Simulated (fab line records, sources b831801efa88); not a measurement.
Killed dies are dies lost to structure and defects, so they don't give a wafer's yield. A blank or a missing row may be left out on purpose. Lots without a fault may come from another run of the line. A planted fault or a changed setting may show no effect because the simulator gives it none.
fab line records | flow sky130
record lots=6 wafers=18 last_day=49
route steps=708 shown LI_CONTACT@375 LOCAL_INTERCONNECT@387 PAD_OPEN@708
lots that met no fault: from a run of the same line without faults
start_h: hours from the record's first day to the start of the lot's first wafer shown | wait_h: hours since the lot's step before | " the same as in the row above | L1.1+2: a row that stands for several wafers | - no value, or no start given | * or withheld: withheld | < > ~ a bound
route shown NAME@n: a module of which the file shows steps, and the number in the route of the first | usual: mean/standard deviation of fault-free wafers | same: alike in all rows | chamber/n: place in a boat | sites: the reading at each site | _std_site: their standard deviation | _edge_site: outer sites' mean less inner sites' | radius_mm: how far each site lies from the wafer's centre | mask NAME#n: copy n | behind: the tool/chamber that last shaped the wafer | hold: why the lot was held/for how many hours/how that ended | device: the transistor (n, p or np) that didn't switch | end of line: the same wafers' tests at the end of the route | a step without rows: its recipe alone | killed: dies lost to structure and defects at the first sort, not the wafer's yield | map: a wafer's dies, x killed, . not, _ none there
set.NAME: the setting as run; set.NAME@STEP: as run at that earlier step | model.NAME: the simulator's own value behind a step, which no gauge read
lots at some steps of the route; a table a step, a row a wafer
services: from which hour (start_h, from the record's first day; less than 0 if before it) a tool's chamber was out of use, for how many hours, and why
## steps
# step SKY_LI_CONTACT_OVL_MEAS_13
# usual LI_CONTACT_OVL=-6/5.5
# columns lot.wafer tool chamber start_h wait_h LI_CONTACT_OVL[nm]
L900.1 overlay-01 - 741.10 0.1 -7
L900.3 " - " " -5
L900.6 " - " " -8
L907.3 overlay-01 - 789.18 0.1 -7
L907.4 " - " " 0
L907.5 " - " " -7
L909.2 overlay-02 - 792.06 0.1 -2
L909.3 " - " " -5
L909.6 " - " " -6
L910.4 overlay-01 - 807.42 0.1 -1
L910.5 " - " " -5
L910.6 " - " " -6
L912.3 overlay-02 - 817.44 0.1 -4
L912.4 " - " " -3
L912.6 " - " " -6
L914.1 overlay-02 - 827.52 0.1 -5
L914.2 " - " " -5
L914.4 " - " " -9
# step SKY_LI_CONTACT_ETCH_14
# recipe chemistry=N2/H2 target=BARC ion_energy_ev=200 source_w=500 bias_w=100 pressure_mtorr=30 n2_flow_sccm=100 h2_flow_sccm=200 stop_on=SiO2 time_s=45.9 target_depth_a=600
# step SKY_LI_CONTACT_ETCH_15
# recipe target=PSG chemistry=C4F8/O2/Ar stop_on=Si taper_deg=4.15 mask_material=KrF-thick source_w=1500 bias_w=1200 pressure_mtorr=40 c4f8_flow_sccm=withheld O2_flow_sccm=6 Ar_flow_sccm=300 time_s=withheld target_depth_a=6000
# usual oes_product_au=0.838/0.0041
# columns lot.wafer tool chamber start_h wait_h oes_product_au
L900.1 rie_diel-01 0 741.18 0.0 0.835
L900.3 " 1 " " 0.834
L900.6 " 3 " " 0.843
L907.3 rie_diel-02 0 789.25 0.0 0.837
L907.4 " 1 " " 0.837
L907.5 " 1 " " 0.835
L909.2 rie_diel-02 0 792.13 0.0 0.841
L909.3 " 3 " " 0.837
L909.6 " 0 " " 0.845
L910.4 rie_diel-02 1 807.53 0.0 0.836
L910.5 " 0 " " 0.838
L910.6 " 2 " " 0.837
L912.3 rie_diel-02 0 817.57 0.1 0.835
L912.4 " 1 " " 0.838
L912.6 " 1 " " 0.834
L914.1 rie_diel-01 0 827.60 0.0 0.831
L914.2 " 2 " " 0.837
L914.4 " 1 " " 0.839
# step SKY_LI_CONTACT_STRIP_16
# recipe chemistry=O2/N2 power_w=1400 pressure_mtorr=1500 platen_temp_c=withheld o2_flow_sccm=3000 n2_flow_sccm=300 overash_fraction=0.5
# step SKY_LI_CONTACT_CLEAN_17
# recipe chemistry=NMP time_s=600 temp_c=60 dry=n2_spin
# step SKY_LI_CONTACT_PRE_CLEAN_18
# recipe gas=Ar time_s=5.6 bias_v=358
# step SKY_LI_CONTACT_SPUTTER_19
# recipe material=Ti target_thk_nm=20 chamber_pressure_pa=5 power_w=2500 substrate_temp_c=200 time_s=106.37
# usual throttle_valve_pct=29.9/1.2
# columns lot.wafer tool chamber start_h wait_h throttle_valve_pct
L900.1 pvd_sputter-04 - 741.58 0.0 28.5
L900.3 " - " " 28.4
L900.6 " - " " 31.7
L907.3 pvd_sputter-01 - 789.65 0.0 29.8
L907.4 " - " " 28.6
L907.5 " - " " 29.7
L909.2 pvd_sputter-01 - 792.51 0.0 30.3
L909.3 " - " " 29.6
L909.6 " - " " 29.8
L910.4 pvd_sputter-01 - 807.86 0.0 29.9
L910.5 " - " " 28.7
L910.6 " - " " 31.5
L912.3 pvd_sputter-01 - 817.95 0.0 28.4
L912.4 " - " " 30.3
L912.6 " - " " 28.7
L914.1 pvd_sputter-03 - 828.00 0.0 30.3
L914.2 " - " " 31.4
L914.4 " - " " 29.9
# step SKY_LI_CONTACT_SPUTTER_20
# recipe material=TiN target_thk_nm=20 chamber_pressure_pa=5 power_w=4000 time_s=80
# step SKY_LI_CONTACT_CVD_21
# recipe material=W target_thk_nm=400 time_s=120.56 temp_c=400 pressure_torr=40
# usual heater_power_w=874/82
# columns lot.wafer tool chamber start_h wait_h heater_power_w
L900.1 cvd_w-01 0 741.72 0.0 905
L900.3 " 0 " " 920
L900.6 " 0 " " 891
L907.3 cvd_w-02 1 789.82 0.1 806
L907.4 " 0 " " 790
L907.5 " 1 " " 789
L909.2 cvd_w-02 0 792.65 0.0 794
L909.3 " 0 " " 806
L909.6 " 0 " " 800
L910.4 cvd_w-02 1 808.04 0.1 813
L910.5 " 0 " " 803
L910.6 " 1 " " 837
L912.3 cvd_w-02 1 818.13 0.1 826
L912.4 " 0 " " 790
L912.6 " 0 " " 784
L914.1 cvd_w-01 0 828.13 0.0 884
L914.2 " 1 " " 1001
L914.4 " 0 " " 897
# step SKY_LI_CONTACT_RS_MEAS_22
# recipe thk_meas_gauge=four-point-probe reads=W_of_LI_CONTACT_CVD_21+TiN_of_LI_CONTACT_SPUTTER_20+Ti_of_LI_CONTACT_SPUTTER_19
# usual LI_CONTACT_W_RS=0.285/0.0054
# columns lot.wafer tool chamber start_h wait_h LI_CONTACT_W_RS[ohm/sq]
L900.1 film_metro-01 - 741.84 0.1 0.279
L900.3 " - " " 0.282
L900.6 " - " " 0.279
L907.3 film_metro-01 - 789.95 0.1 0.277
L907.4 " - " " 0.289
L907.5 " - " " 0.278
L909.2 film_metro-01 - 792.80 0.1 0.289
L909.3 " - " " 0.285
L909.6 " - " " 0.287
L910.4 film_metro-01 - 808.19 0.1 0.278
L910.5 " - " " 0.292
L910.6 " - " " 0.278
L912.3 film_metro-02 - 818.25 0.1 0.276
L912.4 " - " " 0.288
L912.6 " - " " 0.287
L914.1 film_metro-02 - 828.26 0.1 0.287
L914.2 " - " " 0.289
L914.4 " - " " 0.290
# step SKY_LI_CONTACT_THK_MEAS_23
# recipe thk_meas_gauge=xrf reads=W_of_LI_CONTACT_CVD_21
# usual LI_CONTACT_W_THK=387/7.5
# columns lot.wafer tool chamber start_h wait_h LI_CONTACT_W_THK[nm]
L900.1 film_metro-01 - 741.96 0.1 388
L900.3 " - " " 383
L900.6 " - " " 390
L907.3 film_metro-01 - 790.05 0.1 396
L907.4 " - " " 382
L907.5 " - " " 394
L909.2 film_metro-01 - 792.91 0.1 383
L909.3 " - " " 388
L909.6 " - " " 384
L910.4 film_metro-01 - 808.28 0.1 399
L910.5 " - " " 382
L910.6 " - " " 398
L912.3 film_metro-02 - 818.35 0.1 394
L912.4 " - " " 381
L912.6 " - " " 384
L914.1 film_metro-02 - 828.38 0.1 386
L914.2 " - " " 380
L914.4 " - " " 379
# step SKY_LI_CONTACT_CMP_24
# recipe stop_on=PSG t_overpolish_s=20 down_force_psi=3.5 platen_rpm=60 target_thk_nm=0 pad_velocity_m_s=0.94248
# step SKY_LOCAL_INTERCONNECT_SPUTTER_00
# recipe material=TiN target_thk_nm=100 temp_c=300 power_w=6500 time_s=83.3 chamber_pressure_pa=0.4
# usual throttle_valve_pct=29.8/1.2
# columns lot.wafer tool chamber start_h wait_h throttle_valve_pct model.TiN_of_LOCAL_INTERCONNECT_SPUTTER_00.thk_nm
L900.1 pvd_sputter-02 - 742.32 0.1 29.9 99.52
L900.3 " - " " 29.5 99.64
L900.6 " - " " 31.3 100.1
L907.3 pvd_sputter-02 - 790.39 0.2 29.3 100.8
L907.4 " - " " 29.8 110.4
L907.5 " - " " 29.8 109.8
L909.2 pvd_sputter-03 - 793.26 0.2 30.8 99.34
L909.3 " - " " 31.3 101.3
L909.6 " - " " 28.3 100.1
L910.4 pvd_sputter-02 - 808.85 0.2 29.2 100.1
L910.5 " - " " 29.9 107.4
L910.6 " - " " 30.1 99.42
L912.3 pvd_sputter-04 - 818.69 0.1 28.9 99.38
L912.4 " - " " 28.5 99.43
L912.6 " - " " 28.8 100.3
L914.1 pvd_sputter-04 - 828.74 0.2 28.9 100.8
L914.2 " - " " 28.4 100.5
L914.4 " - " " 28.3 101.9
# step SKY_LOCAL_INTERCONNECT_RS_MEAS_01
# recipe thk_meas_gauge=four-point-probe reads=TiN_of_LOCAL_INTERCONNECT_SPUTTER_00
# usual LOCAL_INTERCONNECT_TIN_RS=14.11/0.13
# columns lot.wafer tool chamber start_h wait_h LOCAL_INTERCONNECT_TIN_RS[ohm/sq]
L900.1 film_metro-02 - 742.38 0.0 14.17
L900.3 " - " " 14.18
L900.6 " - " " 14.15
L907.3 film_metro-02 - 790.49 0.1 14.02
L907.4 " - " " 12.74
L907.5 " - " " 12.81
L909.2 film_metro-02 - 793.34 0.1 14.24
L909.3 " - " " 13.93
L909.6 " - " " 14.09
L910.4 film_metro-02 - 808.97 0.1 14.12
L910.5 " - " " 13.11
L910.6 " - " " 14.20
L912.3 film_metro-01 - 818.81 0.1 14.22
L912.4 " - " " 14.21
L912.6 " - " " 14.09
L914.1 film_metro-01 - 828.80 0.0 13.99
L914.2 " - " " 14.06
L914.4 " - " " 13.82
# step SKY_LOCAL_INTERCONNECT_THK_MEAS_02
# recipe thk_meas_gauge=xrf reads=TiN_of_LOCAL_INTERCONNECT_SPUTTER_00
# usual LOCAL_INTERCONNECT_TIN_THK=98.1/0.88
# columns lot.wafer tool chamber start_h wait_h LOCAL_INTERCONNECT_TIN_THK[nm]
L900.1 film_metro-02 - 742.50 0.1 97.9
L900.3 " - " " 97.9
L900.6 " - " " 98.3
L907.3 film_metro-02 - 790.59 0.1 98.6
L907.4 " - " " 107.9
L907.5 " - " " 108.1
L909.2 film_metro-02 - 793.45 0.1 97.4
L909.3 " - " " 99.0
L909.6 " - " " 97.9
L910.4 film_metro-02 - 809.06 0.1 97.7
L910.5 " - " " 105.3
L910.6 " - " " 98.0
L912.3 film_metro-01 - 818.91 0.1 97.2
L912.4 " - " " 97.0
L912.6 " - " " 98.0
L914.1 film_metro-01 - 828.92 0.1 98.4
L914.2 " - " " 98.4
L914.4 " - " " 99.8
# step SKY_LOCAL_INTERCONNECT_DEHYDRATE_03
# recipe temp_c=200 time_s=60
# step SKY_LOCAL_INTERCONNECT_HMDS_04
# recipe prime_time_s=60 prime_temp_c=120
# step SKY_LOCAL_INTERCONNECT_COAT_05
# recipe resist=BARC temp_c=withheld time_s=withheld spin_rpm=3000 resist_thk_nm=60
# step SKY_LOCAL_INTERCONNECT_COAT_06
# recipe resist=KrF-thick spin_rpm=3000 resist_thk_nm=450
# step SKY_LOCAL_INTERCONNECT_SOFTBAKE_07
# recipe temp_c=100 time_s=90 resist=KrF-thick
# step SKY_LOCAL_INTERCONNECT_EXPOSE_08
# recipe mask_id=LI1M na=0.8 source_shape=annular sigma_inner=0.55 sigma_outer=0.85 target_cd_nm=170 dose_mj=28
# step SKY_LOCAL_INTERCONNECT_PEB_09
# recipe peb_temp_c=withheld peb_time_s=withheld resist=KrF-thick
# step SKY_LOCAL_INTERCONNECT_DEVELOP_10
# recipe develop_time_s=60 resist=KrF-thick dev_temp_c=21
# step SKY_LOCAL_INTERCONNECT_CD_MEAS_11
# recipe target_cd_nm=170
# usual cd_nm=169.6/1.7
# columns lot.wafer tool chamber start_h wait_h cd_nm
L900.1 cd_sem-01 - 769.46 - 165.5
L900.3 " - " " 166.4
L900.6 " - " " 167.6
L907.3 cd_sem-02 - 815.48 - 171.2
L907.4 " - " " 170.9
L907.5 " - " " 169.5
L909.2 cd_sem-01 - 818.03 - 168.2
L909.3 " - " " 168.3
L909.6 " - " " 169.4
L910.4 cd_sem-01 - 834.45 - 168.4
L910.5 " - " " 167.3
L910.6 " - " " 169.0
L912.3 cd_sem-01 - 845.40 - 170.9
L912.4 " - " " 171.6
L912.6 " - " " 170.6
L914.1 cd_sem-02 - 854.59 - 170.2
L914.2 " - " " 169.7
L914.4 " - " " 170.6
# step SKY_LOCAL_INTERCONNECT_OVL_MEAS_12
# usual LOCAL_INTERCONNECT_OVL=-2/5.5
# columns lot.wafer tool chamber start_h wait_h LOCAL_INTERCONNECT_OVL[nm]
L900.1 overlay-02 - 769.58 0.1 3
L900.3 " - " " -1
L900.6 " - " " -5
L907.3 overlay-02 - 815.57 0.1 -8
L907.4 " - " " -1
L907.5 " - " " 1
L909.2 overlay-02 - 818.13 0.1 -7
L909.3 " - " " -2
L909.6 " - " " -16
L910.4 overlay-01 - 834.52 0.1 7
L910.5 " - " " -6
L910.6 " - " " 2
L912.3 overlay-02 - 845.50 0.1 -5
L912.4 " - " " -8
L912.6 " - " " -9
L914.1 overlay-01 - 854.71 0.1 1
L914.2 " - " " 1
L914.4 " - " " -6
# step SKY_LOCAL_INTERCONNECT_ETCH_13
# recipe chemistry=N2/H2 target=BARC ion_energy_ev=200 bias_w=100 pressure_mtorr=30 n2_flow_sccm=100 h2_flow_sccm=200 icp_w=500 stop_on=SiO2 time_s=45.9 target_depth_a=600
# usual drypump_motor_current_A=5.9/0.36 n2_flow_sccm=100.0/0.3 oes_product_au=0.854/0.005 throttle_valve_pct=13.223/0.0088
# columns lot.wafer tool chamber start_h wait_h drypump_motor_current_A n2_flow_sccm oes_product_au rf_hours_counter_h throttle_valve_pct
L900.1 rie_metal-03 0 769.62 0.0 5.9 99.7 0.855 13 13.228
L900.3 " 0 " " 5.9 100.0 0.850 - 13.235
L900.6 " 1 " " 6.0 99.3 0.851 - 13.213
L907.3 rie_metal-03 1 815.61 0.0 6.0 100.3 0.849 - 13.229
L907.4 " 0 " " 5.9 99.8 0.854 - 13.229
L907.5 " 0 " " 5.9 100.0 0.866 - 13.230
L909.2 rie_metal-02 1 818.19 0.0 6.2 99.9 0.854 - 13.221
L909.3 " 1 " " 6.1 99.9 0.852 - 13.216
L909.6 " 1 " " 6.1 99.9 0.854 - 13.222
L910.4 rie_metal-04 0 834.56 0.0 6.2 100.1 0.848 - 13.219
L910.5 " 0 " " 6.2 100.0 0.858 - 13.218
L910.6 " 1 " " 5.1 100.2 0.854 - 13.223
L912.3 rie_metal-02 1 845.54 0.0 6.1 100.0 0.858 - 13.231
L912.4 " 0 " " 6.0 99.9 0.858 - 13.212
L912.6 " 1 " " 6.1 100.1 0.847 - 13.221
L914.1 rie_metal-03 0 854.74 0.0 5.9 99.9 0.848 17 13.217
L914.2 " 1 " " 6.0 100.7 0.851 9 13.227
L914.4 " 1 " " 6.0 100.5 0.850 - 13.220
# step SKY_LOCAL_INTERCONNECT_METAL_ETCH_14
# recipe target_depth_nm=110 stop_on=PSG chemistry=Cl2/BCl3 target=TiN resist_sidewall_deg=88 pressure_mtorr=10 icp_w=900 bias_w=48.5 Cl2_flow_sccm=60 bcl3_flow_sccm=30 time_s=31.4
# usual drypump_motor_current_A=5.9/0.37 mfc_cl2_sccm=60.01/0.2 oes_product_au=0.941/0.0064 throttle_valve_pct=21.902/0.0094
# columns lot.wafer tool chamber start_h wait_h drypump_motor_current_A mfc_cl2_sccm oes_product_au rf_hours_counter_h throttle_valve_pct
L900.1 rie_metal-03 0 769.68 0.0 5.9 59.71 0.944 13 21.900
L900.3 " 0 " " 5.9 59.55 0.941 - 21.896
L900.6 " 1 " " 6.0 59.75 0.948 - 21.896
L907.3 rie_metal-03 1 815.67 0.0 6.0 59.98 0.949 - 21.898
L907.4 " 0 " " 5.9 59.82 0.990 - 21.886
L907.5 " 0 " " 5.9 59.93 0.988 - 21.865
L909.2 rie_metal-02 1 818.31 0.1 6.1 60.03 0.939 - 21.919
L909.3 " 1 " " 6.1 59.87 0.946 - 21.901
L909.6 " 1 " " 6.1 60.06 0.942 - 21.895
L910.4 rie_metal-04 0 834.62 0.0 6.2 60.19 0.943 - 21.916
L910.5 " 0 " " 6.2 60.16 0.977 - 21.881
L910.6 " 1 " " 5.1 60.05 0.945 - 21.907
L912.3 rie_metal-02 1 845.60 0.0 6.1 59.76 0.938 - 21.892
L912.4 " 0 " " 6.1 60.17 0.931 - 21.914
L912.6 " 1 " " 6.1 59.50 0.939 - 21.907
L914.1 rie_metal-03 0 854.80 0.0 5.9 60.43 0.940 17 21.882
L914.2 " 1 " " 6.0 60.17 0.944 9 21.893
L914.4 " 1 " " 6.0 60.28 0.957 - 21.908
# step SKY_LOCAL_INTERCONNECT_STRIP_15
# recipe chemistry=O2/N2 power_w=1400 pressure_mtorr=1500 platen_temp_c=withheld o2_flow_sccm=3000 n2_flow_sccm=300 overash_fraction=0.5
# usual drypump_motor_current_A=5.8/0.32 n2_flow_sccm=300.0/0.93 o2_flow_sccm=3000/9.7 oes_product_au=0.427/0.0046 strip_time_to_endpoint_s=4.733/0.022
# columns lot.wafer tool chamber start_h wait_h drypump_motor_current_A n2_flow_sccm o2_flow_sccm oes_product_au rf_hours_counter_h strip_time_to_endpoint_s
L900.1 plasma_asher-04 0 769.73 0.0 5.8 299.7 3003 0.429 63 4.718
L900.3 " 0 " " 5.8 300.6 3013 0.429 - 4.750
L900.6 " 1 " " 5.3 298.8 3008 0.435 - 4.787
L907.3 plasma_asher-04 0 815.74 0.1 5.8 300.8 3000 0.425 - 4.741
L907.4 " 1 " " 5.4 300.2 2987 0.421 - 4.757
L907.5 " 1 " " 5.4 302.2 2996 0.432 - 4.739
L909.2 plasma_asher-02 0 818.39 0.1 6.2 299.9 3001 0.423 39 4.717
L909.3 " 1 " " 5.4 301.0 3021 0.422 - 4.727
L909.6 " 0 " " 6.2 301.0 3000 0.421 - 4.698
L910.4 plasma_asher-04 1 834.69 0.1 5.3 299.7 2993 0.429 - 4.740
L910.5 " 0 " " 5.8 299.3 2993 0.429 - 4.763
L910.6 " 1 " " 5.4 300.8 2987 0.424 - 4.747
L912.3 plasma_asher-02 1 845.67 0.1 5.4 299.9 2988 0.423 - 4.740
L912.4 " 0 " " 6.2 299.1 3011 0.419 - 4.738
L912.6 " 1 " " 5.4 300.7 2982 0.433 - 4.754
L914.1 plasma_asher-01 0 854.86 0.0 5.7 300.5 3010 0.428 11 4.694
L914.2 " 1 " " 6.2 300.6 2990 0.433 11 4.715
L914.4 " 0 " " 5.7 300.1 3002 0.422 - 4.708
# step SKY_LOCAL_INTERCONNECT_STRIP_16
# recipe chemistry=post_etch_residue_remover time_s=1200 temp_c=72.5
# columns lot.wafer tool chamber start_h wait_h model.TiN_of_LOCAL_INTERCONNECT_SPUTTER_00.thk_nm
L900.1 wet_bench-01 3 769.83 0.1 99.09
L900.3 " 3 " " 99.21
L900.6 " 3 " " 99.71
L907.3 wet_bench-01 1 815.81 0.0 100.3
L907.4 " 1 " " 109.9
L907.5 " 1 " " 109.4
L909.2 wet_bench-03 0 818.49 0.1 98.92
L909.3 " 0 " " 100.9
L909.6 " 0 " " 99.66
L910.4 wet_bench-01 1 834.76 0.0 99.67
L910.5 " 1 " " 107
L910.6 " 1 " " 99.01
L912.3 wet_bench-03 1 845.73 0.0 98.97
L912.4 " 1 " " 99.02
L912.6 " 1 " " 99.85
L914.1 wet_bench-02 0 854.96 0.1 100.4
L914.2 " 0 " " 100.1
L914.4 " 0 " " 101.5
# step SKY_LOCAL_INTERCONNECT_CLEAN_17
# recipe chemistry=IPA time_s=180 temp_c=25
# step SKY_PAD_OPEN_PROBE_99
# usual killed_at_M0_to_M3=43/6.8 killed_at_M4_up=3.2/1.8 killed_at_contacts=24/6.2 killed_at_front_end=15/4.7 killed_at_other=0.4/0.63 killed_dies=86/9.6 killed_on_rim=17/3.9 killed_open=47/6.9 killed_short=39/6.3
# same gross_dies=492 killed_at_back_side=0
# columns lot.wafer tool chamber start_h wait_h killed_at_M0_to_M3 killed_at_M4_up killed_at_contacts killed_at_front_end killed_at_other killed_dies killed_on_rim killed_open killed_short model.etest.res_li.line_ohm_um model.etest.res_li.rs_ohm_sq
L900.1 prober-01 - 1119.03 0.1 34 4 34 13 0 85 15 49 36 77.95 12.82
L900.3 prober-01 - 1119.13 0.2 42 6 28 20 0 96 25 51 45 76.49 12.91
L900.6 prober-01 - 1119.28 0.2 38 2 15 20 1 76 14 42 34 76.45 12.79
L907.3 prober-02 - 1156.96 0.2 36 4 38 22 0 100 18 49 51 73.89 12.65
L907.4 prober-02 - 1157.01 0.2 49 3 32 13 0 97 19 54 43 67.18 11.57
L907.5 prober-02 - 1157.06 0.2 37 4 22 18 0 81 16 38 43 67.9 11.63
L909.2 prober-01 - 1157.67 0.1 41 2 30 10 0 83 16 42 40 75.94 12.9
L909.3 prober-01 - 1157.72 0.2 37 1 37 14 0 89 22 53 34 74.85 12.66
L909.6 prober-01 - 1157.87 0.2 44 3 21 17 0 85 18 47 38 74.99 12.81
L910.4 prober-01 - 1169.83 0.2 43 4 27 9 1 84 20 41 43 75.87 12.83
L910.5 prober-01 - 1169.88 0.2 45 1 18 8 1 73 10 43 30 70.7 11.88
L910.6 prober-01 - 1169.93 0.2 57 0 24 28 1 110 19 54 53 76.42 12.83
L912.3 prober-01 - 1176.11 0.2 52 2 21 15 1 91 15 52 39 74.91 12.9
L912.4 prober-01 - 1176.16 0.2 41 3 21 14 0 79 17 43 35 74.74 12.91
L912.6 prober-01 - 1176.26 0.2 48 3 19 17 1 88 18 56 32 74.4 12.75
L914.1 prober-01 - 1178.86 0.1 43 1 18 15 1 78 14 41 37 74.84 12.62
L914.2 prober-01 - 1178.91 0.1 45 5 22 19 0 91 20 51 39 75.78 12.69
L914.4 prober-01 - 1179.01 0.2 47 3 21 12 0 83 14 46 36 74.5 12.57
# killed by level:class
L900.1 CONTACT:geometric_particle:open=16 LI_CONTACT:geometric_particle:open=7 CONTACT:geometric_particle:short=7 METAL2:geometric_particle:short=7 VIA1:geometric_particle:open=7 POLY_GATE:geometric_particle:open=6 VIA3:geometric_particle:open=5 VIA2:geometric_particle:open=4
L900.3 CONTACT:geometric_particle:open=10 LI_CONTACT:geometric_particle:open=9 VIA2:geometric_particle:open=9 FIELD_ISO:geometric_particle:short=8 VIA1:geometric_particle:open=8 VIA1:geometric_particle:short=6 METAL2:geometric_particle:short=5 METAL1:geometric_particle:short=5
L900.6 VIA1:geometric_particle:open=11 FIELD_ISO:geometric_particle:open=8 CONTACT:geometric_particle:short=7 VIA2:geometric_particle:open=6 VIA3:geometric_particle:short=5 VIA1:geometric_particle:short=4 POLY_GATE:geometric_particle:short=3 LI_CONTACT:geometric_particle:open=3
L907.3 CONTACT:geometric_particle:short=15 CONTACT:geometric_particle:open=12 POLY_GATE:geometric_particle:short=9 LI_CONTACT:geometric_particle:open=8 VIA1:geometric_particle:open=8 METAL1:geometric_particle:short=4 VIA1:geometric_particle:short=4 VIA3:geometric_particle:open=4
L907.4 VIA1:geometric_particle:open=19 CONTACT:geometric_particle:open=11 METAL2:geometric_particle:short=9 LI_CONTACT:geometric_particle:open=8 LOCAL_INTERCONNECT:geometric_particle:short=6 VIA2:geometric_particle:open=5 CONTACT:geometric_particle:short=4 VIA1:geometric_particle:short=4
L907.5 CONTACT:geometric_particle:open=11 POLY_GATE:geometric_particle:short=7 VIA1:geometric_particle:short=6 VIA1:geometric_particle:open=5 VIA3:geometric_particle:short=5 VIA2:geometric_particle:open=4 METAL2:geometric_particle:short=4 FIELD_ISO:geometric_particle:short=3
L909.2 VIA2:geometric_particle:open=9 LI_CONTACT:geometric_particle:open=8 CONTACT:geometric_particle:short=8 CONTACT:geometric_particle:open=8 VIA1:geometric_particle:short=7 VIA1:geometric_particle:open=7 LOCAL_INTERCONNECT:geometric_particle:short=5 METAL3:geometric_particle:short=4
L909.3 CONTACT:geometric_particle:open=16 VIA2:geometric_particle:open=10 LI_CONTACT:geometric_particle:open=7 VIA1:geometric_particle:open=7 FIELD_ISO:geometric_particle:short=6 LOCAL_INTERCONNECT:geometric_particle:short=6 VIA3:geometric_particle:open=5 METAL2:geometric_particle:short=5
L909.6 CONTACT:geometric_particle:open=10 VIA1:geometric_particle:open=9 VIA3:geometric_particle:open=8 METAL2:geometric_particle:short=7 POLY_GATE:geometric_particle:short=6 VIA2:geometric_particle:open=5 FIELD_ISO:geometric_particle:short=4 FIELD_ISO:geometric_particle:open=4
L910.4 CONTACT:geometric_particle:open=9 LI_CONTACT:geometric_particle:open=9 VIA1:geometric_particle:open=7 VIA1:geometric_particle:short=7 VIA2:geometric_particle:open=6 CONTACT:geometric_particle:short=5 METAL1:geometric_particle:short=5 METAL2:geometric_particle:short=5
L910.5 VIA2:geometric_particle:open=11 CONTACT:geometric_particle:open=10 VIA1:geometric_particle:open=10 METAL2:geometric_particle:short=8 METAL1:geometric_particle:short=5 METAL3:geometric_particle:short=4 LI_CONTACT:geometric_particle:open=3 POLY_GATE:geometric_particle:open=2
L910.6 VIA1:geometric_particle:open=16 CONTACT:geometric_particle:open=12 METAL2:geometric_particle:short=8 METAL3:geometric_particle:short=7 VIA2:geometric_particle:short=7 FIELD_ISO:geometric_particle:short=6 VIA2:geometric_particle:open=6 FIELD_ISO:geometric_particle:open=5
L912.3 VIA3:geometric_particle:open=12 CONTACT:geometric_particle:open=8 VIA1:geometric_particle:open=8 METAL1:geometric_particle:short=7 VIA2:geometric_particle:open=6 CONTACT:geometric_particle:short=5 VIA1:geometric_particle:short=5 FIELD_ISO:geometric_particle:open=4
L912.4 VIA1:geometric_particle:open=12 LI_CONTACT:geometric_particle:open=8 CONTACT:geometric_particle:short=6 VIA2:geometric_particle:open=6 VIA3:geometric_particle:open=6 CONTACT:geometric_particle:open=5 METAL1:geometric_particle:short=5 POLY_GATE:geometric_particle:short=4
L912.6 VIA1:geometric_particle:open=10 CONTACT:geometric_particle:open=10 VIA3:geometric_particle:open=10 VIA2:geometric_particle:open=7 METAL2:geometric_particle:short=6 LI_CONTACT:geometric_particle:open=6 POLY_GATE:geometric_particle:short=5 FIELD_ISO:geometric_particle:open=4
L914.1 VIA1:geometric_particle:open=9 VIA2:geometric_particle:open=7 LI_CONTACT:geometric_particle:open=6 VIA1:geometric_particle:short=6 LOCAL_INTERCONNECT:geometric_particle:short=5 CONTACT:geometric_particle:open=5 VIA2:geometric_particle:short=5 METAL1:geometric_particle:short=5
L914.2 CONTACT:geometric_particle:open=12 VIA2:geometric_particle:open=9 VIA3:geometric_particle:open=8 VIA1:geometric_particle:open=6 FIELD_ISO:geometric_particle:short=5 VIA1:geometric_particle:short=5 POLY_GATE:geometric_particle:short=4 LI_CONTACT:geometric_particle:open=4
L914.4 VIA1:geometric_particle:open=9 VIA3:geometric_particle:open=8 CONTACT:geometric_particle:open=7 LI_CONTACT:geometric_particle:open=6 METAL1:geometric_particle:short=6 CONTACT:geometric_particle:short=5 METAL2:geometric_particle:short=5 VIA2:geometric_particle:open=5
## services
# columns tool chamber start_h hours kind
rie_diel-01 0 719.81 10.0 repair
rie_metal-03 - 730.67 0.6 repair
plasma_asher-01 - 733.75 9.0 pm
pvd_sputter-01 - 742.84 2.4 repair
rie_metal-03 - 746.87 1.4 pm
cvd_w-01 - 764.03 6.9 pm
rie_diel-02 - 780.89 0.5 repair
cvd_w-02 0 782.02 5.4 repair
pvd_sputter-04 - 783.67 8.1 repair
rie_diel-01 0 784.14 9.5 repair
rie_metal-04 - 787.46 0.1 repair
pvd_sputter-03 - 789.45 3.3 repair
rie_diel-01 - 791.67 2.8 pm
rie_diel-02 3 798.42 - clean
rie_diel-02 3 798.42 28.9 scheduled_down
rie_diel-02 3 798.42 28.9 vent_cycle
rie_diel-02 2 814.58 6.8 repair
cvd_w-01 - 814.64 1.0 repair
rie_diel-01 0 818.92 8.0 repair
pvd_sputter-01 - 831.39 9.1 repair
rie_metal-04 - 835.32 0.7 repair
pvd_sputter-01 - 837.31 6.6 repair
plasma_asher-01 - 838.92 3.3 repair
pvd_sputter-01 - 854.90 13.0 repair
## key
first_sign step=SKY_LOCAL_INTERCONNECT_RS_MEAS_01 reading=LOCAL_INTERCONNECT_TIN_RS direction=down sigmas=9.1 usual=14.11 struck=12.88
effect step=SKY_LOCAL_INTERCONNECT_THK_MEAS_02 reading=LOCAL_INTERCONNECT_TIN_THK direction=up sigmas=10 usual=98.1 struck=107.1
effect step=SKY_LOCAL_INTERCONNECT_METAL_ETCH_14 reading=oes_product_au direction=up sigmas=6.8 usual=0.941 struck=0.985
model_effect step=SKY_LOCAL_INTERCONNECT_SPUTTER_00 value=TiN_of_LOCAL_INTERCONNECT_SPUTTER_00.thk_nm without=99.89 struck=109.2
model_effect step=SKY_LOCAL_INTERCONNECT_STRIP_16 value=TiN_of_LOCAL_INTERCONNECT_SPUTTER_00.thk_nm without=99.47 struck=108.8
model_effect step=SKY_PAD_OPEN_PROBE_99 value=etest.res_li.line_ohm_um without=74.98 struck=68.59
met_at SKY_LOCAL_INTERCONNECT_SPUTTER_00
struck_wafers L907.4,L907.5,L910.5
tester_left_out L907,L910
fault kind=process_parameter_drift tool=pvd_sputter-02 chamber=- onset_h=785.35 steps=SKY_LOCAL_INTERCONNECT_SPUTTER_00 channel=time_s offset=* shape=step end_h=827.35 acts_in=* stated=* scope=struck_wafers_only
# tester_left_out: of these lots the tester's yield and bins aren't shown, on N5 and GAA mostly nor the transistor test; their killed dies are dies lost to structure and defects alone, not to doping, threshold or leakage, so they don't give the yield
